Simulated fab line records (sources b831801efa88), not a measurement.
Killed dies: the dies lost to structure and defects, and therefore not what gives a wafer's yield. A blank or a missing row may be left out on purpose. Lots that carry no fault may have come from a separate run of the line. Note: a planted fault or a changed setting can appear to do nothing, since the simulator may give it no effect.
fab line records -- flow gf180mcu
[record] lots = 15, wafers = 45, lastDay = 34
route steps=602 shown M4@471 V4@477
lots untouched by any fault: they come from a run of this same line in which no faults occurred
startH: the number of hours between the record's first day and the start of the first shown wafer of the lot -- waitH: hours from the lot's prior step to this one -- " as in the row above -- L1.1+2: a row that stands for several wafers -- - no value present, or no start provided -- * or withheld: withheld -- < > ~ a bound
route shown NAME@n: a module of which the file shows steps, and the number in the route of the first -- usual: mean and standard deviation over wafers with no fault -- same: alike in all rows -- chamber/n: place in a boat -- sites: the reading at each site -- _std_site: standard deviation across them -- _edge_site: outer sites' mean less inner sites' -- radiusMm: how far each site lies from the wafer's centre -- mask NAME#n: copy n -- behind: the tool/chamber that last shaped the wafer -- hold: what put the lot on hold/how long, in hours/how the hold closed -- device: the n, p or np transistor that did not switch -- end of line: the same wafers' tests at the end of the route -- step lacking rows: just its recipe -- killed: not the wafer's yield, but the dies lost to structure and defects at the first sort -- map: per-die view of a wafer (x killed, . not killed, _ where there is no die)
set.NAME: the setting that was run; set.NAME@STEP: the one run at that earlier step -- model.NAME: the simulator's own value behind a step, which no gauge read
the route's steps for a sample of lots (tables are steps, rows are wafers)
services: from which hour (startH, from the record's first day; less than 0 if before it) a tool's chamber was out of use, for how many hours, and why
[[steps]]
[step GF_M4_OVL_MEAS_15]
[usual] M4_OVL = 0/4.6
lot.wafer,tool,chamber,startH,waitH,M4_OVL[nm]
L209.1,overlay-02,-,541.36,0.1,-2
L209.5,overlay-02,-,541.36,0.1,4
L209.6,overlay-02,-,541.36,0.1,0
L210.1,overlay-01,-,545.81,0.1,-5
L210.3,overlay-01,-,545.81,0.1,0
L210.5,overlay-01,-,545.81,0.1,2
L212.1,overlay-01,-,566.71,0.1,1
L212.2,overlay-01,-,566.71,0.1,-5
L212.4,overlay-01,-,566.71,0.1,-3
L215.2,overlay-02,-,587.26,0.1,2
L215.5,overlay-02,-,587.26,0.1,4
L215.6,overlay-02,-,587.26,0.1,8
L216.1,overlay-02,-,596.27,0.1,-4
L216.3,overlay-02,-,596.27,0.1,-9
L216.4,overlay-02,-,596.27,0.1,1
L218.4,overlay-01,-,617.49,0.1,-2
L218.5,overlay-01,-,617.49,0.1,-8
L218.6,overlay-01,-,617.49,0.1,-1
L220.1,overlay-01,-,632.60,0.1,-7
L220.2,overlay-01,-,632.60,0.1,-2
L220.5,overlay-01,-,632.60,0.1,-3
L221.4,overlay-01,-,635.62,0.1,-1
L221.5,overlay-01,-,635.62,0.1,-4
L221.6,overlay-01,-,635.62,0.1,-6
L222.1,overlay-01,-,643.02,0.1,2
L222.3,overlay-01,-,643.02,0.1,1
L222.4,overlay-01,-,643.02,0.1,7
L223.1,overlay-02,-,648.02,0.1,1
L223.3,overlay-02,-,648.02,0.1,-3
L223.4,overlay-02,-,648.02,0.1,-2
L227.2,overlay-02,-,676.83,0.1,2
L227.3,overlay-02,-,676.83,0.1,-5
L227.5,overlay-02,-,676.83,0.1,1
L229.1,overlay-02,-,691.47,0.1,0
L229.2,overlay-02,-,691.47,0.1,-2
L229.4,overlay-02,-,691.47,0.1,-2
L230.1,overlay-02,-,696.80,0.1,4
L230.2,overlay-02,-,696.80,0.1,8
L230.3,overlay-02,-,696.80,0.1,3
L231.2,overlay-02,-,699.98,0.1,-1
L231.3,overlay-02,-,699.98,0.1,-9
L231.6,overlay-02,-,699.98,0.1,1
L232.1,overlay-01,-,714.16,0.1,1
L232.2,overlay-01,-,714.16,0.1,1
L232.3,overlay-01,-,714.16,0.1,1
[step GF_V4_THK_MEAS_01]
[recipe] reads = SiO2_of_V4_CVD_00
[usual] V4_CVD_00_THK = 600/5.2
lot.wafer,tool,chamber,startH,waitH,V4_CVD_00_THK[nm]
L209.1,filmMetro-02,-,542.17,0.0,603
L209.5,filmMetro-02,-,542.17,0.0,598
L209.6,filmMetro-02,-,542.17,0.0,602
L210.1,filmMetro-02,-,546.58,0.0,596
L210.3,filmMetro-02,-,546.58,0.0,602
L210.5,filmMetro-02,-,546.58,0.0,604
L212.1,filmMetro-03,-,567.48,0.0,605
L212.2,filmMetro-03,-,567.48,0.0,595
L212.4,filmMetro-03,-,567.48,0.0,606
L215.2,filmMetro-01,-,588.04,0.0,595
L215.5,filmMetro-01,-,588.04,0.0,599
L215.6,filmMetro-01,-,588.04,0.0,601
L216.1,filmMetro-02,-,597.08,0.0,596
L216.3,filmMetro-02,-,597.08,0.0,605
L216.4,filmMetro-02,-,597.08,0.0,604
L218.4,filmMetro-02,-,618.27,0.0,603
L218.5,filmMetro-02,-,618.27,0.0,606
L218.6,filmMetro-02,-,618.27,0.0,600
L220.1,filmMetro-03,-,633.41,0.0,602
L220.2,filmMetro-03,-,633.41,0.0,611
L220.5,filmMetro-03,-,633.41,0.0,604
L221.4,filmMetro-01,-,636.41,0.0,596
L221.5,filmMetro-01,-,636.41,0.0,591
L221.6,filmMetro-01,-,636.41,0.0,593
L222.1,filmMetro-03,-,643.86,0.0,592
L222.3,filmMetro-03,-,643.86,0.0,591
L222.4,filmMetro-03,-,643.86,0.0,594
L223.1,filmMetro-01,-,648.83,0.0,593
L223.3,filmMetro-01,-,648.83,0.0,597
L223.4,filmMetro-01,-,648.83,0.0,598
L227.2,filmMetro-03,-,677.73,0.0,600
L227.3,filmMetro-03,-,677.73,0.0,600
L227.5,filmMetro-03,-,677.73,0.0,602
L229.1,filmMetro-01,-,692.81,0.1,596
L229.2,filmMetro-01,-,692.81,0.1,602
L229.4,filmMetro-01,-,692.81,0.1,600
L230.1,filmMetro-02,-,698.17,0.1,598
L230.2,filmMetro-02,-,698.17,0.1,596
L230.3,filmMetro-02,-,698.17,0.1,599
L231.2,filmMetro-02,-,700.90,0.0,602
L231.3,filmMetro-02,-,700.90,0.0,607
L231.6,filmMetro-02,-,700.90,0.0,602
L232.1,filmMetro-01,-,714.94,0.0,597
L232.2,filmMetro-01,-,714.94,0.0,597
L232.3,filmMetro-01,-,714.94,0.0,598
[step GF_V4_BOW_MEAS_05]
[recipe] mode = bow
[usual] V4_BOW = 137/8.6
lot.wafer,tool,chamber,startH,waitH,V4_BOW[um]
L209.1,filmMetro-03,-,542.69,0.1,125
L209.5,filmMetro-03,-,542.69,0.1,132
L209.6,filmMetro-03,-,542.69,0.1,134
L210.1,filmMetro-03,-,547.07,0.2,126
L210.3,filmMetro-03,-,547.07,0.2,126
L210.5,filmMetro-03,-,547.07,0.2,114
L212.1,filmMetro-01,-,568.00,0.2,146
L212.2,filmMetro-01,-,568.00,0.2,150
L212.4,filmMetro-01,-,568.00,0.2,148
L215.2,filmMetro-03,-,588.54,0.3,135
L215.5,filmMetro-03,-,588.54,0.3,128
L215.6,filmMetro-03,-,588.54,0.3,138
L216.1,filmMetro-03,-,597.57,0.2,134
L216.3,filmMetro-03,-,597.57,0.2,146
L216.4,filmMetro-03,-,597.57,0.2,139
L218.4,filmMetro-02,-,618.79,0.2,148
L218.5,filmMetro-02,-,618.79,0.2,147
L218.6,filmMetro-02,-,618.79,0.2,131
L220.1,filmMetro-03,-,633.90,0.2,134
L220.2,filmMetro-03,-,633.90,0.2,131
L220.5,filmMetro-03,-,633.90,0.2,130
L221.4,filmMetro-01,-,637.05,0.4,136
L221.5,filmMetro-01,-,637.05,0.4,141
L221.6,filmMetro-01,-,637.05,0.4,144
L222.1,filmMetro-02,-,644.38,0.2,129
L222.3,filmMetro-02,-,644.38,0.2,140
L222.4,filmMetro-02,-,644.38,0.2,135
L223.1,filmMetro-02,-,649.32,0.2,138
L223.3,filmMetro-02,-,649.32,0.2,144
L223.4,filmMetro-02,-,649.32,0.2,139
L227.2,filmMetro-01,-,678.23,0.1,120
L227.3,filmMetro-01,-,678.23,0.1,131
L227.5,filmMetro-01,-,678.23,0.1,133
L229.1,filmMetro-01,-,693.30,0.1,147
L229.2,filmMetro-01,-,693.30,0.1,151
L229.4,filmMetro-01,-,693.30,0.1,138
L230.1,filmMetro-02,-,698.66,0.2,160
L230.2,filmMetro-02,-,698.66,0.2,153
L230.3,filmMetro-02,-,698.66,0.2,153
L231.2,filmMetro-03,-,701.40,0.2,134
L231.3,filmMetro-03,-,701.40,0.2,126
L231.6,filmMetro-03,-,701.40,0.2,126
L232.1,filmMetro-03,-,715.60,0.2,142
L232.2,filmMetro-03,-,715.60,0.2,145
L232.3,filmMetro-03,-,715.60,0.2,150
[step GF_V4_EXPOSE_11]
[recipe] maskId = Via4, targetCdNm = 260, na = 0.68, sourceShape = conventional, sigmaOuter = 0.6, doseMj = 38
[usual] exposureDoseMJCm2 = 38.00/0.039, focusOffsetNm = 0.0/0.52, reticleTempC = 22.98/0.099
lot.wafer,tool,chamber,startH,waitH,mask,exposureDoseMJCm2,focusOffsetNm,reticleTempC
L209.1,krfScanner-02,0,554.04,-,Via4#0,38.03,-0.3,22.89
L209.5,krfScanner-02,0,554.04,-,Via4#0,38.03,0.2,23.00
L209.6,krfScanner-02,0,554.04,-,Via4#0,37.98,-0.2,22.84
L210.1,krfScanner-02,0,558.54,-,Via4#0,38.01,0.1,23.12
L210.3,krfScanner-02,0,558.54,-,Via4#0,38.00,-0.1,23.06
L210.5,krfScanner-02,0,558.54,-,Via4#0,37.98,0.4,23.00
L212.1,krfScanner-02,0,578.67,-,Via4#0,38.02,0.7,22.97
L212.2,krfScanner-02,0,578.67,-,Via4#0,38.09,-0.1,22.98
L212.4,krfScanner-02,0,578.67,-,Via4#0,37.98,0.1,22.99
L215.2,krfScanner-02,0,598.99,-,Via4#0,37.96,0.8,22.98
L215.5,krfScanner-02,0,598.99,-,Via4#0,37.99,0.7,22.84
L215.6,krfScanner-02,0,598.99,-,Via4#0,37.99,-0.3,22.99
L216.1,krfScanner-01,0,608.16,-,Via4#0,38.01,0.2,22.96
L216.3,krfScanner-01,0,608.16,-,Via4#0,37.99,0.5,22.95
L216.4,krfScanner-01,0,608.16,-,Via4#0,38.04,-0.4,22.89
L218.4,krfScanner-01,0,629.45,-,Via4#0,37.98,-0.2,23.04
L218.5,krfScanner-01,0,629.45,-,Via4#0,38.00,-0.9,23.01
L218.6,krfScanner-01,0,629.45,-,Via4#0,37.97,-1.0,22.97
L220.1,krfScanner-01,0,644.10,-,Via4#0,38.00,0.0,22.86
L220.2,krfScanner-01,0,644.10,-,Via4#0,38.00,-0.3,22.72
L220.5,krfScanner-01,0,644.10,-,Via4#0,37.95,0.1,22.87
L221.4,krfScanner-02,-,647.25,-,Via4#0,-,-,-
L221.5,krfScanner-02,-,647.25,-,Via4#0,-,-,-
L221.6,krfScanner-02,-,647.25,-,Via4#0,-,-,-
L222.1,krfScanner-02,-,654.55,-,Via4#0,-,-,-
L222.3,krfScanner-02,-,654.55,-,Via4#0,-,-,-
L222.4,krfScanner-02,-,654.55,-,Via4#0,-,-,-
L223.1,krfScanner-02,-,659.35,-,Via4#0,-,-,-
L223.3,krfScanner-02,-,659.35,-,Via4#0,-,-,-
L223.4,krfScanner-02,-,659.35,-,Via4#0,-,-,-
L227.2,krfScanner-01,0,688.11,-,Via4#0,38.05,-0.4,22.88
L227.3,krfScanner-01,0,688.11,-,Via4#0,38.03,-0.9,22.95
L227.5,krfScanner-01,0,688.11,-,Via4#0,38.03,0.3,22.95
L229.1,krfScanner-02,0,703.29,-,Via4#0,37.98,0.7,22.95
L229.2,krfScanner-02,0,703.29,-,Via4#0,38.03,0.3,22.95
L229.4,krfScanner-02,0,703.29,-,Via4#0,37.97,0.0,22.90
L230.1,krfScanner-02,0,708.04,-,Via4#0,38.03,0.2,22.98
L230.2,krfScanner-02,0,708.04,-,Via4#0,37.98,0.3,23.06
L230.3,krfScanner-02,0,708.04,-,Via4#0,38.04,-0.4,22.93
L231.2,krfScanner-02,0,710.39,-,Via4#0,38.07,-0.6,23.13
L231.3,krfScanner-02,0,710.39,-,Via4#0,38.01,-0.2,22.99
L231.6,krfScanner-02,0,710.39,-,Via4#0,38.04,-0.9,23.00
L232.1,krfScanner-02,0,724.64,-,Via4#0,38.03,0.4,23.15
L232.2,krfScanner-02,0,724.64,-,Via4#0,38.03,-0.4,23.15
L232.3,krfScanner-02,0,724.64,-,Via4#0,38.05,-0.3,23.23
[[services]]
tool,chamber,startH,hours,kind
krfScanner-02,-,538.64,0.2,repair
krfScanner-01,-,542.62,1.0,pm
krfScanner-02,-,572.06,0.8,pm
krfScanner-01,-,573.82,0.8,pm
krfScanner-02,-,593.04,1.3,pm
krfScanner-01,-,594.63,0.6,repair
krfScanner-02,-,608.75,1.0,pm
krfScanner-01,-,625.88,0.2,repair
krfScanner-01,-,669.71,1.3,pm
krfScanner-02,-,694.85,3.6,pm
krfScanner-01,-,701.80,1.4,repair
krfScanner-01,-,706.98,3.6,pm
krfScanner-01,-,711.62,1.0,pm
[[key]]
[firstSign] step = GF_V4_EXPOSE_11, reading = toolRecord, direction = missing
effect none on later readings
metAt GF_V4_EXPOSE_11
struckLots L221,L222,L223
laterRowsLeftOut L221.4,L221.5,L221.6,L222.1,L222.3,L222.4,L223.1,L223.3,L223.4
sortLeftOut L221.4,L221.5,L221.6,L222.1,L222.3,L222.4,L223.1,L223.3,L223.4
notActingAt GF_M4_OVL_MEAS_15,GF_V4_THK_MEAS_01,GF_V4_BOW_MEAS_05
onsetBetween 598.99 647.25
[earlierFault] kind = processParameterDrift, tool = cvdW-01, chamber = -, onsetH = 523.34, steps = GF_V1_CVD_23, channel = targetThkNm, offset = 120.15, shape = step, actsIn = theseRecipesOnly, stated = 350
[fault] kind = skippedStepWhole, tool = krfScanner-02, chamber = -, onsetH = 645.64, steps = GF_V4_EXPOSE_11, scope = struckLotsOnly
// sortLeftOut: the simulated sort isn't trusted on such a fault, so these wafers' sort isn't shown, and their yield isn't known
// laterRowsLeftOut: the simulator's readings of these wafers behind a module that went badly wrong aren't trusted and aren't shown, but for the sort
